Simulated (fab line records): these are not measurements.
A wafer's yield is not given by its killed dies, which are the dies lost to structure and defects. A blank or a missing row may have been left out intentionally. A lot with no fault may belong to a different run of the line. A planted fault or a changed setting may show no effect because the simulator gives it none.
Which tool was responsible? || flow gf180mcu || Sampling: 12 lots, 36 wafers, 5 of 602 route steps

== WHAT THE GAUGES READ, wafer by wafer ==
GF_STI_THK_MEAS_24.
{"lot": "L763", "measured": "day 2 05:24", "on": "film metro-02", "STI_CVD_23_THK (nm)": "644 652 642"}
{"lot": "L764", "measured": "day 2 09:00", "on": "film metro-02", "STI_CVD_23_THK (nm)": "650 648 649"}
{"lot": "L766", "measured": "day 2 21:15", "on": "film metro-02", "STI_CVD_23_THK (nm)": "654 651 646"}
{"lot": "L767", "measured": "day 3 02:41", "on": "film metro-03", "STI_CVD_23_THK (nm)": "657 660 646"}
{"lot": "L771", "measured": "day 4 00:50", "on": "film metro-03", "STI_CVD_23_THK (nm)": "648 656 662"}
{"lot": "L775", "measured": "day 4 19:10", "on": "film metro-03", "STI_CVD_23_THK (nm)": "641 649 646"}
{"lot": "L777", "measured": "day 5 08:41", "on": "film metro-03", "STI_CVD_23_THK (nm)": "636 645 650"}
{"lot": "L779", "measured": "day 5 16:55", "on": "film metro-02", "STI_CVD_23_THK (nm)": "636 645 643"}
{"lot": "L782", "measured": "day 6 07:44", "on": "film metro-03", "STI_CVD_23_THK (nm)": "656 651 655"}
{"lot": "L783", "measured": "day 6 13:08", "on": "film metro-03", "STI_CVD_23_THK (nm)": "649 656 657"}
{"lot": "L785", "measured": "day 6 20:32", "on": "film metro-02", "STI_CVD_23_THK (nm)": "636 644 640"}
{"lot": "L786", "measured": "day 7 02:03", "on": "film metro-01", "STI_CVD_23_THK (nm)": "646 639 640"}

GF_LVPWELL_OVL_MEAS_07.
{"lot": "L763", "measured": "day 3 22:11", "on": "overlay-01", "LVPWELL_OVL (nm)": "-0.5 0.7 0.5"}
{"lot": "L764", "measured": "day 4 02:02", "on": "overlay-01", "LVPWELL_OVL (nm)": "0.8 1.1 1.0"}
{"lot": "L766", "measured": "day 4 16:49", "on": "overlay-01", "LVPWELL_OVL (nm)": "1.2 2.6 0.6"}
{"lot": "L767", "measured": "day 4 21:53", "on": "overlay-01", "LVPWELL_OVL (nm)": "- - -"}
{"lot": "L771", "measured": "day 5 19:56", "on": "overlay-02", "LVPWELL_OVL (nm)": "1.9 -0.2 -0.4"}
{"lot": "L775", "measured": "day 6 17:02", "on": "overlay-02", "LVPWELL_OVL (nm)": "2.0 -0.9 1.4"}
{"lot": "L777", "measured": "day 7 12:43", "on": "overlay-01", "LVPWELL_OVL (nm)": "1.1 -0.5 -0.1"}
{"lot": "L779", "measured": "day 7 19:53", "on": "overlay-01", "LVPWELL_OVL (nm)": "1.0 0.5 0.7"}
{"lot": "L782", "measured": "day 8 09:56", "on": "overlay-02", "LVPWELL_OVL (nm)": "1.4 2.8 3.8"}
{"lot": "L783", "measured": "day 8 15:41", "on": "overlay-02", "LVPWELL_OVL (nm)": "-0.4 -1.2 -0.3"}
{"lot": "L785", "measured": "day 8 23:13", "on": "overlay-01", "LVPWELL_OVL (nm)": "0.1 0.4 4.6"}
{"lot": "L786", "measured": "day 9 06:11", "on": "overlay-01", "LVPWELL_OVL (nm)": "0.0 0.6 -0.3"}

GF_LVPWELL_TW_MEAS_11.
{"lot": "L763", "measured": "day 3 22:38", "on": "film metro-03", "LVPWELL_TW": "562.2 560.7 562.7"}
{"lot": "L764", "measured": "day 4 02:29", "on": "film metro-04", "LVPWELL_TW": "565.5 566.3 566.1"}
{"lot": "L766", "measured": "day 4 17:15", "on": "film metro-04", "LVPWELL_TW": "563.9 563.8 562.8"}
{"lot": "L767", "measured": "day 4 22:19", "on": "film metro-03", "LVPWELL_TW": "29.9 30.0 29.9 30.1 29.9 30.0"}
{"lot": "L771", "measured": "day 5 20:22", "on": "film metro-04", "LVPWELL_TW": "556.8 562.3 556.3"}
{"lot": "L775", "measured": "day 6 17:29", "on": "film metro-03", "LVPWELL_TW": "559.2 556.8 557.1"}
{"lot": "L777", "measured": "day 7 13:09", "on": "film metro-02", "LVPWELL_TW": "560.3 562.2 563.3"}
{"lot": "L779", "measured": "day 7 20:20", "on": "film metro-02", "LVPWELL_TW": "562.5 558.7 563.2"}
{"lot": "L782", "measured": "day 8 10:22", "on": "film metro-04", "LVPWELL_TW": "560.1 559.3 559.2"}
{"lot": "L783", "measured": "day 8 16:07", "on": "film metro-03", "LVPWELL_TW": "562.4 559.5 564.4"}
{"lot": "L785", "measured": "day 8 23:39", "on": "film metro-03", "LVPWELL_TW": "558.4 558.8 557.2"}
{"lot": "L786", "measured": "day 9 06:37", "on": "film metro-03", "LVPWELL_TW": "558.0 557.3 555.2"}

== WHICH TOOL RAN EACH LOT (tool, then ch and the chambers of the sampled wafers, then the start) ==
{"lot": "L763", "GF_NWELL_STRIP_10": "plasma asher-03 ch 0,1, day 3 09:16", "GF_LVPWELL_EXPOSE_04": "iline stepper-02 ch 0, day 3 16:16"}
{"lot": "L764", "GF_NWELL_STRIP_10": "plasma asher-03 ch 0,1, day 3 13:37", "GF_LVPWELL_EXPOSE_04": "iline stepper-01 ch 0, day 3 19:42"}
{"lot": "L766", "GF_NWELL_STRIP_10": "plasma asher-02 ch 0,1, day 4 03:25", "GF_LVPWELL_EXPOSE_04": "iline stepper-01 ch 0, day 4 10:02"}
{"lot": "L767", "GF_NWELL_STRIP_10": "plasma asher-03 ch 1, day 4 07:52", "GF_LVPWELL_EXPOSE_04": "iline stepper-01 ch 0, day 4 14:35"}
{"lot": "L771", "GF_NWELL_STRIP_10": "plasma asher-03 ch 0,1, day 5 06:55", "GF_LVPWELL_EXPOSE_04": "iline stepper-01 ch 0, day 5 14:11"}
{"lot": "L775", "GF_NWELL_STRIP_10": "plasma asher-02 ch 0,1, day 6 03:04", "GF_LVPWELL_EXPOSE_04": "iline stepper-01 ch 0, day 6 10:11"}
{"lot": "L777", "GF_NWELL_STRIP_10": "plasma asher-02 ch 0,1, day 6 21:06", "GF_LVPWELL_EXPOSE_04": "iline stepper-01 ch 0, day 7 04:44"}
{"lot": "L779", "GF_NWELL_STRIP_10": "plasma asher-02 ch 0,1, day 7 03:43", "GF_LVPWELL_EXPOSE_04": "iline stepper-02 ch 0, day 7 12:18"}
{"lot": "L782", "GF_NWELL_STRIP_10": "plasma asher-03 ch 0,1, day 7 17:37", "GF_LVPWELL_EXPOSE_04": "iline stepper-01 ch 0, day 8 01:20"}
{"lot": "L783", "GF_NWELL_STRIP_10": "plasma asher-02 ch 0,1, day 7 23:06", "GF_LVPWELL_EXPOSE_04": "iline stepper-01 ch 0, day 8 07:35"}
{"lot": "L785", "GF_NWELL_STRIP_10": "plasma asher-02 ch 0,1, day 8 06:10", "GF_LVPWELL_EXPOSE_04": "iline stepper-01 ch 0, day 8 14:45"}
{"lot": "L786", "GF_NWELL_STRIP_10": "plasma asher-03 ch 0,1, day 8 13:31", "GF_LVPWELL_EXPOSE_04": "iline stepper-02 ch 0, day 8 22:30"}
- GF_NWELL_STRIP_10: strips in O2/N2.
- GF_LVPWELL_EXPOSE_04: exposes mask LVPWELL, target cd 600 nm.

== AS READ BY THE TOOLS THEMSELVES (means over the sampled wafers that have a number; for cases with no such wafer, the mark the record gives instead) ==
GF_NWELL_STRIP_10.
{"lot": "L763", "tool": "plasma asher-03", "drypump motor current A (A)": 5.6, "heater power w (W)": 277, "oes product au (a.u.)": 0.722, "strip time to endpoint s (s)": 37.10}
{"lot": "L764", "tool": "plasma asher-03", "drypump motor current A (A)": 5.6, "heater power w (W)": 277, "oes product au (a.u.)": 0.723, "strip time to endpoint s (s)": 36.99}
{"lot": "L766", "tool": "plasma asher-02", "drypump motor current A (A)": 5.9, "heater power w (W)": 317, "oes product au (a.u.)": 0.721, "strip time to endpoint s (s)": 36.99}
{"lot": "L767", "tool": "plasma asher-03", "drypump motor current A (A)": 5.4, "heater power w (W)": 243, "oes product au (a.u.)": 0.721, "strip time to endpoint s (s)": 36.93}
{"lot": "L771", "tool": "plasma asher-03", "drypump motor current A (A)": 5.9, "heater power w (W)": 306, "oes product au (a.u.)": 0.723, "strip time to endpoint s (s)": 36.93}
{"lot": "L775", "tool": "plasma asher-02", "drypump motor current A (A)": 5.8, "heater power w (W)": 337, "oes product au (a.u.)": 0.722, "strip time to endpoint s (s)": 36.88}
{"lot": "L777", "tool": "plasma asher-02", "drypump motor current A (A)": 5.9, "heater power w (W)": 319, "oes product au (a.u.)": 0.721, "strip time to endpoint s (s)": 36.83}
{"lot": "L779", "tool": "plasma asher-02", "drypump motor current A (A)": 5.9, "heater power w (W)": 322, "oes product au (a.u.)": 0.726, "strip time to endpoint s (s)": 36.81}
{"lot": "L782", "tool": "plasma asher-03", "drypump motor current A (A)": 5.8, "heater power w (W)": 302, "oes product au (a.u.)": 0.723, "strip time to endpoint s (s)": 36.96}
{"lot": "L783", "tool": "plasma asher-02", "drypump motor current A (A)": 5.8, "heater power w (W)": 335, "oes product au (a.u.)": 0.721, "strip time to endpoint s (s)": 36.84}
{"lot": "L785", "tool": "plasma asher-02", "drypump motor current A (A)": 6.0, "heater power w (W)": 318, "oes product au (a.u.)": 0.724, "strip time to endpoint s (s)": 36.84}
{"lot": "L786", "tool": "plasma asher-03", "drypump motor current A (A)": 5.6, "heater power w (W)": 274, "oes product au (a.u.)": 0.720, "strip time to endpoint s (s)": 36.84}

== THE ANSWER, worked out from the rows above alone ==
Rule: usual is defined by the lots themselves. Put in order of their means at a reading, lots are off if they are a third of the lots or fewer, leave a main group of 4 or more, and stand apart from it by a gap of 3 or more times the standard deviation of the main group's means; of several such gaps the widest counts. A main group whose means are all the same, to the digits that the tables above print for the reading, isn't used. A lot without any number at a reading at which 4 lots or more have one is off too. Any other lot the step has rows for is counted as sound. Order of review: gauges by route order, followed by the tools' own readings, for which a lot's mean as printed above is used. The first step at which some lot is off is used, and at that step the reading that is off furthest; a lot without a number counts as furthest.
Off: at GF_LVPWELL_OVL_MEAS_07 (LVPWELL_OVL), L767. Without a number there: L767. The main group: mean 0.8 nm, standard deviation 0.86.
If a tool, at a process step before that reading, ran all the lots that are off and no sound lot after the first of them, it fits. Not tried: the gauges at GF_LVPWELL_OVL_MEAS_07; whatever is off there is also off at GF_LVPWELL_TW_MEAS_11, on other tools, and gauge error can't account for it. Not one of the candidates tried fits.

== WHAT WAS PUT IN BY THE SIMULATOR ==
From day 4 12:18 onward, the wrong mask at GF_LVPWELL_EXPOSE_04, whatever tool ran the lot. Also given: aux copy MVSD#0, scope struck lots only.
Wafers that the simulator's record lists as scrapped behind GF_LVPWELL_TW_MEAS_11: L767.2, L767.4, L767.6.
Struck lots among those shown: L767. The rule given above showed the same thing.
